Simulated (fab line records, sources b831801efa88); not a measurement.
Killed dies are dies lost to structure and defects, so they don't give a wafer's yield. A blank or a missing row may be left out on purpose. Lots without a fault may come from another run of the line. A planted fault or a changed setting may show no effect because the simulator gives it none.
fab line records | flow gf180mcu
record lots=6 wafers=16 last_day=34
route steps=602 shown STI@12
lots that met no fault: from a run of the same line without faults
start_h: hours from the record's first day to the start of the lot's first wafer shown | wait_h: hours since the lot's step before | " the same as in the row above | L1.1+2: a row that stands for several wafers | - no value, or no start given | * or withheld: withheld | < > ~ a bound
route shown NAME@n: a module of which the file shows steps, and the number in the route of the first | usual: mean/standard deviation of fault-free wafers | same: alike in all rows | chamber/n: place in a boat | sites: the reading at each site | _std_site: their standard deviation | _edge_site: outer sites' mean less inner sites' | radius_mm: how far each site lies from the wafer's centre | mask NAME#n: copy n | behind: the tool/chamber that last shaped the wafer | hold: why the lot was held/for how many hours/how that ended | device: the transistor (n, p or np) that didn't switch | end of line: the same wafers' tests at the end of the route | a step without rows: its recipe alone | killed: dies lost to structure and defects at the first sort, not the wafer's yield | map: a wafer's dies, x killed, . not, _ none there
set.NAME: the setting as run; set.NAME@STEP: as run at that earlier step | model.NAME: the simulator's own value behind a step, which no gauge read
lots at some steps of the route; a table a step, a row a wafer
services: from which hour (start_h, from the record's first day; less than 0 if before it) a tool's chamber was out of use, for how many hours, and why
## steps
# step GF_STI_DEVELOP_11
# recipe develop_time_s=60 dev_temp_c=21
# step GF_STI_CD_MEAS_12
# recipe target_cd_nm=220
# usual cd_nm=220.5/1.3
# columns lot.wafer tool chamber start_h wait_h cd_nm
L957.1 cd_sem-02 - 35.98 0.1 221.6
L957.4 " - " " 221.9
L957.5 " - " " 222.9
L959.1 cd_sem-01 - 45.49 0.1 220.9
L959.2 " - " " 221.1
L959.3 " - " " 220.8
L963.1 cd_sem-01 - 65.69 0.1 220.3
L963.2 " - " " 217.6
L963.4 " - " " 220.0
L965.3 cd_sem-01 - 77.79 0.1 220.1
L965.4 " - " " 221.9
L965.6 " - " " 221.4
L977.4 cd_sem-02 - 138.85 0.1 221.7
L977.6 " - " " 220.9
L978.4 cd_sem-01 - 144.55 0.1 219.7
L978.5 " - " " 221.2
# step GF_STI_ETCH_13
# recipe chemistry=CHF3/O2 stop_on=Si over_etch_frac=0.3 target_depth_a=2823.1 source_w=600 bias_w=200 pressure_mtorr=40 chf3_flow_sccm=50 O2_flow_sccm=5 time_s=112.9
# usual drypump_motor_current_A=5.7/0.46 oes_product_au=0.834/0.0061 throttle_valve_pct=8.810/0.0094
# same time_s=112.9
# columns lot.wafer tool chamber start_h wait_h drypump_motor_current_A oes_product_au rf_hours_counter_h throttle_valve_pct
L957.1 rie_diel-02 1 36.10 0.1 5.3 0.852 76 8.809
L957.4 " 2 " " 6.5 0.843 143 8.801
L957.5 " 1 " " 5.3 0.843 - 8.815
L959.1 rie_diel-02 3 45.61 0.1 5.0 0.840 120 8.841
L959.2 " 1 " " 5.3 0.843 76 8.817
L959.3 " 0 " " 6.0 0.834 28 8.810
L963.1 rie_diel-01 2 65.81 0.1 5.1 0.834 155 8.808
L963.2 " 1 " " 5.6 0.848 9 8.795
L963.4 " 0 " " 5.4 0.831 134 8.827
L965.3 rie_diel-03 3 77.87 0.1 5.5 0.832 78 8.801
L965.4 " 2 " " 5.8 0.830 5 8.830
L965.6 " 3 " " 5.5 0.829 - 8.805
L977.4 rie_diel-01 1 138.91 0.0 5.6 0.838 11 8.817
L977.6 " 1 " " 5.6 0.825 - 8.807
L978.4 rie_diel-02 2 144.61 0.0 6.5 0.831 146 8.803
L978.5 " 1 " " 5.3 0.833 - 8.808
# step GF_STI_ETCH_14
# recipe target=Si chemistry=HBr/Cl2/O2 target_depth_nm=360 icp_w=600 bias_w=150 pressure_mtorr=15 HBr_flow_sccm=150 Cl2_flow_sccm=40 O2_flow_sccm=6 time_s=102.9
# usual drypump_motor_current_A=5.6/0.38 oes_product_au=1.002/0.013 throttle_valve_pct=25.655/0.012
# same time_s=102.9
# columns lot.wafer tool chamber start_h wait_h drypump_motor_current_A oes_product_au rf_hours_counter_h throttle_valve_pct
L957.1 rie_si-02 0 36.18 0.0 6.0 1.004 156 25.652
L957.4 " 1 " " 5.2 1.015 97 25.675
L957.5 " 3 " " 6.2 1.015 - 25.655
L959.1 rie_si-02 3 45.69 0.0 6.2 1.017 149 25.642
L959.2 " 2 " " 5.2 0.980 86 25.673
L959.3 " 1 " " 5.2 0.994 97 25.674
L963.1 rie_si-02 3 65.89 0.0 6.2 1.019 149 25.660
L963.2 " 1 " " 5.2 0.995 97 25.650
L963.4 " 3 " " 6.2 1.014 - 25.626
L965.3 rie_si-01 2 77.95 0.0 5.4 1.007 9 25.658
L965.4 " 3 " " 5.2 0.994 147 25.661
L965.6 " 1 " " 5.5 0.975 - 25.661
L977.4 rie_si-02 3 138.99 0.0 6.2 1.008 0 25.647
L977.6 " 2 " " 5.2 0.984 - 25.655
L978.4 rie_si-01 0 144.69 0.0 5.9 1.015 3 25.640
L978.5 " 0 " " 5.9 1.022 - 25.663
# step GF_STI_STRIP_15
# recipe chemistry=O2/N2 power_w=1400 pressure_mtorr=1500 platen_temp_c=250 o2_flow_sccm=3000 n2_flow_sccm=300 overash_fraction=0.5
# usual drypump_motor_current_A=5.7/0.45 heater_power_w=342/24 oes_product_au=0.384/0.0052 strip_time_to_endpoint_s=3.74/0.054
# columns lot.wafer tool chamber start_h wait_h drypump_motor_current_A heater_power_w oes_product_au rf_hours_counter_h strip_time_to_endpoint_s
L957.1 plasma_asher-04 1 36.25 0.0 5.4 374 0.385 41 3.77
L957.4 " 0 " " 5.7 358 0.383 - 3.73
L957.5 " 0 " " 5.7 346 0.384 - 3.74
L959.1 plasma_asher-03 1 45.76 0.0 6.0 317 0.370 37 3.60
L959.2 " 0 " " 5.2 332 0.394 37 3.79
L959.3 " 1 " " 6.0 309 0.389 - 3.72
L963.1 plasma_asher-03 1 65.99 0.1 6.0 304 0.375 39 3.65
L963.2 " 0 " " 5.2 322 0.376 39 3.70
L963.4 " 0 " " 5.2 328 0.379 - 3.62
L965.3 plasma_asher-04 1 78.05 0.1 5.4 366 0.389 - 3.74
L965.4 " 0 " " 5.6 365 0.382 - 3.78
L965.6 " 1 " " 5.4 369 0.386 - 3.81
L977.4 plasma_asher-02 1 139.09 0.1 5.6 370 0.386 - 3.65
L977.6 " 0 " " 6.6 336 0.388 - 3.75
L978.4 plasma_asher-02 1 144.79 0.1 5.6 364 0.380 - 3.77
L978.5 " 1 " " 5.6 373 0.385 - 3.78
# step GF_STI_CLEAN_16
# recipe chemistry=dHF time_s=25 dilution=100:1
# step GF_STI_WET_ETCH_17
# recipe chemistry=H3PO4 target_depth_nm=45 temp_c=160 target=Si3N4 time_s=514
# step GF_STI_CLEAN_18
# recipe chemistry=SC1/SC2 mix=1:4:20 temp_c=70 time_s=150
# step GF_STI_CLEAN_19
# recipe chemistry=dHF time_s=20 dilution=100:1
# step GF_STI_WET_ETCH_20
# recipe chemistry=dHF dilution=100:1 target_depth_nm=20 temp_c=25 dry=ipa_marangoni target=SiO2 time_s=400
# step GF_STI_OXIDATION_21
# recipe temp_c=1000 ambient=O2 stabilise_s=600 purge_s=300 target_thk_a=150 ox_time_s=458
# step GF_STI_THK_MEAS_22
# recipe reads=SiO2_of_STI_OXIDATION_21
# usual STI_OXIDATION_01_THK=14.97/0.28
# columns lot.wafer tool chamber start_h wait_h STI_OXIDATION_01_THK[nm]
L957.1 film_metro-01 - 37.83 0.0 15.09
L957.4 " - " " 15.02
L957.5 " - " " 14.90
L959.1 film_metro-03 - 47.34 0.0 15.11
L959.2 " - " " 14.96
L959.3 " - " " 14.95
L963.1 film_metro-01 - 67.64 0.0 14.87
L963.2 " - " " 14.86
L963.4 " - " " 14.78
L965.3 film_metro-04 - 79.65 0.0 14.90
L965.4 " - " " 14.79
L965.6 " - " " 14.93
L977.4 film_metro-01 - 141.34 0.0 14.74
L977.6 " - " " 15.10
L978.4 film_metro-03 - 147.10 0.0 15.06
L978.5 " - " " 15.29
# step GF_STI_CVD_23
# recipe material=SiO2 target_thk_nm=650 sigma_open_frac=0.3 time_s=108.3 temp_c=600 sih4_flow_sccm=60 pressure_mtorr=6
# columns lot.wafer tool chamber start_h wait_h model.SiO2_of_STI_CVD_23.thk_nm
L957.1 hdpcvd-02 0 37.89 0.1 638.9
L957.4 " 0 " " 646.3
L957.5 " 1 " " 630.1
L959.1 hdpcvd-02 0 47.40 0.1 649.6
L959.2 " 2 " " 646.1
L959.3 " 1 " " 639.3
L963.1 hdpcvd-01 2 67.70 0.1 643.4
L963.2 " 0 " " 653.2
L963.4 " 0 " " 648.6
L965.3 hdpcvd-01 0 79.69 0.0 662
L965.4 " 2 " " 649.5
L965.6 " 0 " " 660.2
L977.4 hdpcvd-02 0 141.41 0.1 649.6
L977.6 " 2 " " 468
L978.4 hdpcvd-02 0 147.17 0.1 642.7
L978.5 " 2 " " 465.2
# step GF_STI_THK_MEAS_24
# recipe reads=SiO2_of_STI_CVD_23
# usual STI_CVD_23_THK=649/8.6
# columns lot.wafer tool chamber start_h wait_h STI_CVD_23_THK[nm]
L957.1 film_metro-03 - 37.96 0.0 638
L957.4 " - " " 646
L957.5 " - " " 630
L959.1 film_metro-01 - 47.48 0.0 650
L959.2 " - " " 646
L959.3 " - " " 640
L963.1 film_metro-03 - 67.78 0.0 643
L963.2 " - " " 653
L963.4 " - " " 648
L965.3 film_metro-04 - 79.79 0.1 662
L965.4 " - " " 650
L965.6 " - " " 660
L977.4 film_metro-03 - 141.48 0.0 649
L977.6 " - " " 468
L978.4 film_metro-01 - 147.24 0.0 643
L978.5 " - " " 465
# step GF_STI_CMP_25
# recipe stop_on=Si3N4 t_overpolish_s=33 down_force_psi=4 platen_rpm=60 target_thk_nm=524.6 pad_velocity_m_s=0.94248
# usual motor_current_A=11.7/1.4 retaining_ring_pressure_frac=1.000/0.0053 time_to_endpoint_s=127/6.6
# columns lot.wafer tool chamber start_h wait_h motor_current_A retaining_ring_pressure_frac time_to_endpoint_s
L957.1 cmp-01 0 38.02 0.1 14.6 0.996 123
L957.4 " 2 " " 11.2 1.001 126
L957.5 " 0 " " 14.6 0.999 121
L959.2 cmp-01 1 47.54 0.0 11.1 0.997 131
L959.3 " 2 " " 10.0 0.998 118
L959.1 " 0 " " 14.3 1.003 121
L963.4 cmp-01 1 68.00 0.2 11.2 1.003 139
L963.1 " 3 " " 10.2 1.005 127
L963.2 " 0 " " 14.9 1.010 133
L965.4 cmp-01 0 79.93 0.1 14.3 1.002 118
L965.3 " 1 " " 11.9 0.998 131
L965.6 " 2 " " 10.8 1.004 123
L977.4 cmp-01 1 141.66 0.2 9.9 0.997 130
L977.6 " 3 " " 10.4 1.007 85
L978.4 cmp-02 1 147.32 0.1 11.0 1.001 130
L978.5 " 1 " " 11.3 1.002 98
# step GF_STI_WET_ETCH_26
# recipe chemistry=dHF target_depth_nm=94 target=SiO2 temp_c=25 dilution=10:1 time_s=188
# step GF_STI_WET_ETCH_27
# recipe chemistry=H3PO4 target_depth_nm=160 target=Si3N4 temp_c=160 time_s=1825
# step GF_STI_WET_ETCH_28
# recipe chemistry=dHF target_depth_nm=20 dry=ipa_marangoni target=SiO2 temp_c=25 dilution=10:1 time_s=40
# same time_s=40
# columns lot.wafer tool chamber start_h wait_h model.SiO2_of_STI_CVD_23.thk_nm
L957.1 wet_bench-01 1 38.90 0.0 404.5
L957.4 " 1 " " 403.3
L957.5 " 1 " " 404.2
L959.1 wet_bench-01 1 48.41 0.0 402.3
L959.2 " 1 " " 404.8
L959.3 " 1 " " 402.7
L963.1 wet_bench-01 1 68.88 0.0 404.5
L963.2 " 1 " " 405.4
L963.4 " 1 " " 408.9
L965.3 wet_bench-03 1 80.71 0.0 406.7
L965.4 " 1 " " 403.1
L965.6 " 1 " " 402
L977.4 wet_bench-03 1 142.43 0.0 404.7
L977.6 " 1 " " 346.9
L978.4 wet_bench-01 2 148.19 0.0 406.4
L978.5 " 2 " " 344.1
# step GF_STI_OXIDATION_29
# recipe temp_c=900 ambient=O2 stabilise_s=600 purge_s=300 target_thk_a=100 ox_time_s=1418
## services
# columns tool chamber start_h hours kind
hdpcvd-02 1 15.10 4.7 repair
wet_bench-03 - 18.66 53.7 pm
plasma_asher-04 - 23.99 0.7 repair
rie_diel-01 - 27.40 15.9 repair
cmp-01 - 38.56 0.6 repair
cmp-02 - 38.61 0.8 repair
rie_si-02 - 40.02 2.8 pm
cmp-02 - 44.97 1.4 repair
rie_diel-01 - 45.78 2.8 pm
rie_diel-02 1 45.80 3.6 repair
plasma_asher-04 - 57.46 11.9 repair
cmp-01 - 64.00 4.0 pm
plasma_asher-02 - 64.61 1.9 repair
rie_diel-02 - 65.42 1.7 repair
rie_si-01 3 65.73 6.8 repair
plasma_asher-03 - 66.49 1.5 repair
cmp-01 - 68.00 - consumable_replace:conditioner
cmp-01 - 68.00 - consumable_replace:pad
rie_si-01 2 79.61 2.4 repair
cmp-02 - 87.76 6.1 repair
rie_diel-03 0 95.80 6.2 repair
plasma_asher-04 - 108.75 9.0 pm
rie_si-01 1 116.55 13.2 repair
hdpcvd-02 - 121.60 0.3 repair
## key
first_sign step=GF_STI_THK_MEAS_24 reading=STI_CVD_23_THK direction=down sigmas=21 usual=649 struck=467
effect step=GF_STI_CMP_25 reading=time_to_endpoint_s direction=down sigmas=5.4 usual=* struck=*
model_effect step=GF_STI_CVD_23 value=SiO2_of_STI_CVD_23.thk_nm without=647.1 struck=466.6
model_effect step=GF_STI_WET_ETCH_28 value=SiO2_of_STI_CVD_23.thk_nm without=403.4 struck=345.5
met_at GF_STI_CVD_23
struck_wafers L977.6,L978.5
later_rows_left_out L977.6,L978.5
sort_left_out L977.6,L978.5
tester_left_out L977,L978
onset_between 47.40 141.41
fault kind=process_parameter_drift tool=hdpcvd-02 chamber=2 onset_h=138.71 steps=GF_STI_CVD_23 channel=target_thk_nm offset=-180.44 shape=step end_h=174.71 acts_in=these_recipes_only stated=650
# tester_left_out: of these lots the tester's yield and bins aren't shown, on N5 and GAA mostly nor the transistor test; their killed dies are dies lost to structure and defects alone, not to doping, threshold or leakage, so they don't give the yield
# sort_left_out: the simulated sort isn't trusted on such a fault, so these wafers' sort isn't shown, and their yield isn't known
# later_rows_left_out: the simulator's readings of these wafers behind a module that went badly wrong aren't trusted and aren't shown, but for the sort
